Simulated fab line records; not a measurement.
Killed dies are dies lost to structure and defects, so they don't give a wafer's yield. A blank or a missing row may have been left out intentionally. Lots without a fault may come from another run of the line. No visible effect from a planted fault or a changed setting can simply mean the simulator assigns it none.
Chamber matching ; flow sky130 ; cmp-02 running SKY_LI_CONTACT_CMP_24: 4 sister chambers
The step polishes, stops on PSG, t overpolish 20 s, target thk 0 nm. 14 wafers are shown with their chamber, then 7 later ones without.

## WAFERS WITH THEIR CHAMBER
wafer;chamber;motor current A (A);time to endpoint s (s);overpolish run s (s)
L183.3;1;12.2;100;19.997
L183.4;0;13.1;91;20.015
L183.5;1;12.1;104;19.986
L185.1;3;10.3;91;20.003
L185.2;0;13.1;87;19.996
L185.4;2;11.3;97;20.031
L191.2;1;11.6;97;20.007
L191.4;2;10.2;96;19.990
L191.6;3;10.4;91;19.987
L192.1;2;10.7;97;20.000
L192.2;1;11.1;94;19.998
L192.3;0;12.7;88;20.001
L201.1;1;11.8;96;20.005
L201.3;2;10.7;101;20.012

SIGNATURES (means of the wafers above)
reading;chamber 0;chamber 1;chamber 2;chamber 3;scatter within a chamber
motor current A;12.967;11.760;10.725;10.350;0.386
time to endpoint s;88.67;98.20;97.75;91.00;2.9
overpolish run s;20.00400;19.99860;20.00825;19.99500;0.0124
Rule: a wafer lies at a distance from a chamber equal to the root of the sum of squares, over the readings, of (its reading less the chamber's mean, divided by the reading's scatter). If the next closest chamber is less than 2 further off than the closest, the wafer can't be placed; otherwise it belongs to the closest. How the scatter is found: for the shown wafers, subtract from each reading the mean of its chamber, square and add these, divide the total by (wafers less chambers), then take the root.

## WAFERS WITH NO CHAMBER GIVEN
wafer;motor current A (A);time to endpoint s (s);overpolish run s (s)
L201.6;10.5;93;20.007
L203.1;10.5;95;20.006
L203.2;10.7;90;19.995
L203.5;11.7;91;19.998
L205.4;11.1;102;20.000
L205.5;11.3;91;20.003
L205.6;13.6;90;19.986

## WHICH CHAMBER EACH ONE RAN IN
wafer;from the rows above;in truth
L201.6;can't be placed: 3 or 2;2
L203.1;can't be placed: 2 or 3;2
L203.2;can't be placed: 3 or 2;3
L203.5;can't be placed: 1 or 0 or 3 or 2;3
L205.4;can't be placed: 2 or 1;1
L205.5;can't be placed: 3 or 1 or 2 or 0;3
L205.6;0;0
Placed correctly: 1 of 7. Can't be placed from these rows: 6 (the true chamber is among the candidates in 6). 0 placed wrongly.
